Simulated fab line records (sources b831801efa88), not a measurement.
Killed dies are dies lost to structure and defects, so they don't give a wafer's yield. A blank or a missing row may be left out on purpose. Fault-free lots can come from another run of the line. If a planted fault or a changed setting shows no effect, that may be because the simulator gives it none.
What tool caused it? || flow sky130 || Sampling: 12 lots, 36 wafers, 3 of 708 route steps

== WHAT THE GAUGES SHOWED, per wafer ==
SKY_POLY_CUT_OVL_MEAS_09. Usual: for POLY_CUT_OVL the level is -1 nm and the standard deviation is 4.8.
{"lot": "L168", "measured": "day 24 20:12", "on": "overlay-01", "POLY_CUT_OVL (nm)": "-6 -2 -1", "flag": ""}
{"lot": "L171", "measured": "day 25 16:15", "on": "overlay-01", "POLY_CUT_OVL (nm)": "1 -5 1", "flag": ""}
{"lot": "L172", "measured": "day 26 10:17", "on": "overlay-01", "POLY_CUT_OVL (nm)": "1 2 1", "flag": ""}
{"lot": "L173", "measured": "day 26 13:02", "on": "overlay-02", "POLY_CUT_OVL (nm)": "0 -3 -6", "flag": ""}
{"lot": "L174", "measured": "day 26 21:03", "on": "overlay-01", "POLY_CUT_OVL (nm)": "4 11 3", "flag": ""}
{"lot": "L176", "measured": "day 27 17:36", "on": "overlay-02", "POLY_CUT_OVL (nm)": "-2 7 -4", "flag": ""}
{"lot": "L179", "measured": "day 28 15:02", "on": "overlay-02", "POLY_CUT_OVL (nm)": "6 4 3", "flag": ""}
{"lot": "L180", "measured": "day 28 21:14", "on": "overlay-01", "POLY_CUT_OVL (nm)": "2 -3 -5", "flag": ""}
{"lot": "L181", "measured": "day 29 06:35", "on": "overlay-01", "POLY_CUT_OVL (nm)": "5 8 9", "flag": ""}
{"lot": "L187", "measured": "day 30 23:32", "on": "overlay-02", "POLY_CUT_OVL (nm)": "-2 -3 -1", "flag": ""}
{"lot": "L189", "measured": "day 31 19:18", "on": "overlay-02", "POLY_CUT_OVL (nm)": "-1 -2 -6", "flag": ""}
{"lot": "L190", "measured": "day 32 03:23", "on": "overlay-02", "POLY_CUT_OVL (nm)": "-3 2 3", "flag": ""}

== EACH LOT AND THE TOOL THAT RAN IT (in order: tool; ch and the chambers of the sampled wafers; start) ==
{"lot": "L168", "SKY_FIELD_ISO_CMP_27": "cmp-02 ch 1,2,3, day 2 17:02", "SKY_LDD_N_IMPLANT_08": "implanter-01 ch 0, day 18 07:17"}
{"lot": "L171", "SKY_FIELD_ISO_CMP_27": "cmp-01 ch 1,2, day 3 07:29", "SKY_LDD_N_IMPLANT_08": "implanter-01 ch 0, day 19 01:57"}
{"lot": "L172", "SKY_FIELD_ISO_CMP_27": "cmp-01 ch 0,2, day 3 15:10", "SKY_LDD_N_IMPLANT_08": "implanter-03 ch 0, day 19 23:00"}
{"lot": "L173", "SKY_FIELD_ISO_CMP_27": "cmp-01 ch 0,1,2, day 3 17:44", "SKY_LDD_N_IMPLANT_08": "implanter-02 ch 0, day 20 05:01"}
{"lot": "L174", "SKY_FIELD_ISO_CMP_27": "cmp-01 ch 0,1,2, day 3 21:51", "SKY_LDD_N_IMPLANT_08": "implanter-01 ch 0, day 20 09:03"}
{"lot": "L176", "SKY_FIELD_ISO_CMP_27": "cmp-02 ch 0,2, day 4 06:35", "SKY_LDD_N_IMPLANT_08": "implanter-02 ch 0, day 20 20:41"}
{"lot": "L179", "SKY_FIELD_ISO_CMP_27": "cmp-02 ch 0,3, day 4 21:23", "SKY_LDD_N_IMPLANT_08": "implanter-03 ch 0, day 22 08:36"}
{"lot": "L180", "SKY_FIELD_ISO_CMP_27": "cmp-02 ch 0,1, day 5 04:21", "SKY_LDD_N_IMPLANT_08": "implanter-01 ch 0, day 22 18:52"}
{"lot": "L181", "SKY_FIELD_ISO_CMP_27": "cmp-02 ch 0,2,3, day 5 09:49", "SKY_LDD_N_IMPLANT_08": "implanter-01 ch 0, day 22 23:09"}
{"lot": "L187", "SKY_FIELD_ISO_CMP_27": "cmp-02 ch 1,2,3, day 6 17:06", "SKY_LDD_N_IMPLANT_08": "implanter-02 ch 0, day 24 22:42"}
{"lot": "L189", "SKY_FIELD_ISO_CMP_27": "cmp-02 ch 0,2,3, day 7 05:28", "SKY_LDD_N_IMPLANT_08": "implanter-03 ch 0, day 25 18:28"}
{"lot": "L190", "SKY_FIELD_ISO_CMP_27": "cmp-02 ch 0,1,2, day 7 12:07", "SKY_LDD_N_IMPLANT_08": "implanter-03 ch 0, day 26 05:57"}
- SKY_FIELD_ISO_CMP_27: polishes, stops on Si3N4, t overpolish 16 s, target thk 457.8 nm.
- SKY_LDD_N_IMPLANT_08

== AS READ BY THE TOOLS THEMSELVES (means over the sampled wafers that have a number; for cases with no such wafer, the mark the record gives instead) ==
SKY_FIELD_ISO_CMP_27. Usual: motor-current-A 12.8 A, standard deviation 1.3; overpolish-run-s 16.001 s, standard deviation 0.0093; time-to-endpoint-s 113 s, standard deviation 5.8.
{"lot": "L168", "tool": "cmp-02", "motor-current-A (A)": 12.4, "overpolish-run-s (s)": 15.999, "time-to-endpoint-s (s)": 117, "flag": ""}
{"lot": "L171", "tool": "cmp-01", "motor-current-A (A)": 13.1, "overpolish-run-s (s)": 15.990, "time-to-endpoint-s (s)": 109, "flag": ""}
{"lot": "L172", "tool": "cmp-01", "motor-current-A (A)": 11.8, "overpolish-run-s (s)": 16.006, "time-to-endpoint-s (s)": 118, "flag": ""}
{"lot": "L173", "tool": "cmp-01", "motor-current-A (A)": 12.4, "overpolish-run-s (s)": 16.001, "time-to-endpoint-s (s)": 119, "flag": ""}
{"lot": "L174", "tool": "cmp-01", "motor-current-A (A)": 12.3, "overpolish-run-s (s)": 16.006, "time-to-endpoint-s (s)": 113, "flag": ""}
{"lot": "L176", "tool": "cmp-02", "motor-current-A (A)": 12.0, "overpolish-run-s (s)": 15.989, "time-to-endpoint-s (s)": 121, "flag": ""}
{"lot": "L179", "tool": "cmp-02", "motor-current-A (A)": 13.8, "overpolish-run-s (s)": 15.998, "time-to-endpoint-s (s)": 112, "flag": ""}
{"lot": "L180", "tool": "cmp-02", "motor-current-A (A)": 12.9, "overpolish-run-s (s)": 16.005, "time-to-endpoint-s (s)": 112, "flag": ""}
{"lot": "L181", "tool": "cmp-02", "motor-current-A (A)": 12.5, "overpolish-run-s (s)": 16.009, "time-to-endpoint-s (s)": 118, "flag": ""}
{"lot": "L187", "tool": "cmp-02", "motor-current-A (A)": 11.9, "overpolish-run-s (s)": 16.002, "time-to-endpoint-s (s)": 112, "flag": ""}
{"lot": "L189", "tool": "cmp-02", "motor-current-A (A)": 12.7, "overpolish-run-s (s)": 16.006, "time-to-endpoint-s (s)": 116, "flag": ""}
{"lot": "L190", "tool": "cmp-02", "motor-current-A (A)": 12.6, "overpolish-run-s (s)": 15.993, "time-to-endpoint-s (s)": 112, "flag": ""}

SKY_LDD_N_IMPLANT_08. Usual: beam-on-s 10.01 s, standard deviation 0.22; dose-ions-cm2 7.503e+13, standard deviation 7.9e+10; faraday-current-uA 422, standard deviation 9.1.
{"lot": "L168", "tool": "implanter-01", "beam-on-s (s)": 9.85, "dose-ions-cm2": 7.500e+13, "faraday-current-uA": 429, "flag": ""}
{"lot": "L171", "tool": "implanter-01", "beam-on-s (s)": 10.01, "dose-ions-cm2": 7.503e+13, "faraday-current-uA": 421, "flag": ""}
{"lot": "L172", "tool": "implanter-03", "beam-on-s (s)": 10.04, "dose-ions-cm2": 7.506e+13, "faraday-current-uA": 420, "flag": ""}
{"lot": "L173", "tool": "implanter-02", "beam-on-s (s)": 9.97, "dose-ions-cm2": 7.490e+13, "faraday-current-uA": 424, "flag": ""}
{"lot": "L174", "tool": "implanter-01", "beam-on-s (s)": 10.02, "dose-ions-cm2": 7.507e+13, "faraday-current-uA": 421, "flag": ""}
{"lot": "L176", "tool": "implanter-02", "beam-on-s (s)": 10.09, "dose-ions-cm2": 7.498e+13, "faraday-current-uA": 419, "flag": ""}
{"lot": "L179", "tool": "implanter-03", "beam-on-s (s)": 9.88, "dose-ions-cm2": 7.497e+13, "faraday-current-uA": 427, "flag": ""}
{"lot": "L180", "tool": "implanter-01", "beam-on-s (s)": 10.14, "dose-ions-cm2": 6.684e+13, "faraday-current-uA": 372, "flag": "OFF"}
{"lot": "L181", "tool": "implanter-01", "beam-on-s (s)": 10.11, "dose-ions-cm2": 6.682e+13, "faraday-current-uA": 372, "flag": "OFF"}
{"lot": "L187", "tool": "implanter-02", "beam-on-s (s)": 9.97, "dose-ions-cm2": 7.504e+13, "faraday-current-uA": 423, "flag": ""}
{"lot": "L189", "tool": "implanter-03", "beam-on-s (s)": 9.90, "dose-ions-cm2": 7.507e+13, "faraday-current-uA": 427, "flag": ""}
{"lot": "L190", "tool": "implanter-03", "beam-on-s (s)": 9.80, "dose-ions-cm2": 7.507e+13, "faraday-current-uA": 432, "flag": ""}

== THE ANSWER, worked out from the rows above alone ==
Rule: take the mean of a lot's wafers that have a number; if it is more than 3 standard deviations from the usual mean, the lot is off. Also off: a lot with no number at a reading for which 4 or more lots have one. All remaining lots with rows at the step are treated as sound. After the gauges, taken in route order, come the tools' own readings; for these a lot's mean is taken, as printed above. At the first step where some lot is off, the reading lying furthest off is the one used; lots without a number count as furthest.
Off at SKY_LDD_N_IMPLANT_08 (dose-ions-cm2): L180, L181.
A tool fits if, at that step or a process step before it, it ran every lot that is off, and no sound lot after the first of them. One candidate fits, namely implanter-01 at SKY_LDD_N_IMPLANT_08. Its last sound lot is L174 (day 20 09:03), its first lot that is off L180 (day 22 18:52): a fault that began between those two fits.
The tool's own readings at SKY_LDD_N_IMPLANT_08 bear it out: on the lots that are off they differ by more than 5 times the standard deviation of the sound lots' means. dose-ions-cm2 reads 6.683e+13 there against 7.502e+13 on the sound lots; faraday-current-uA reads 372 there against 424 on the sound lots.

== WHAT THE SIMULATOR PUT IN ==
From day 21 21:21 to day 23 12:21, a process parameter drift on implanter-01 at SKY_LDD_N_IMPLANT_08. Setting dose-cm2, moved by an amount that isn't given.
Shown lots that were struck: L180, L181. Same finding as the rule above.
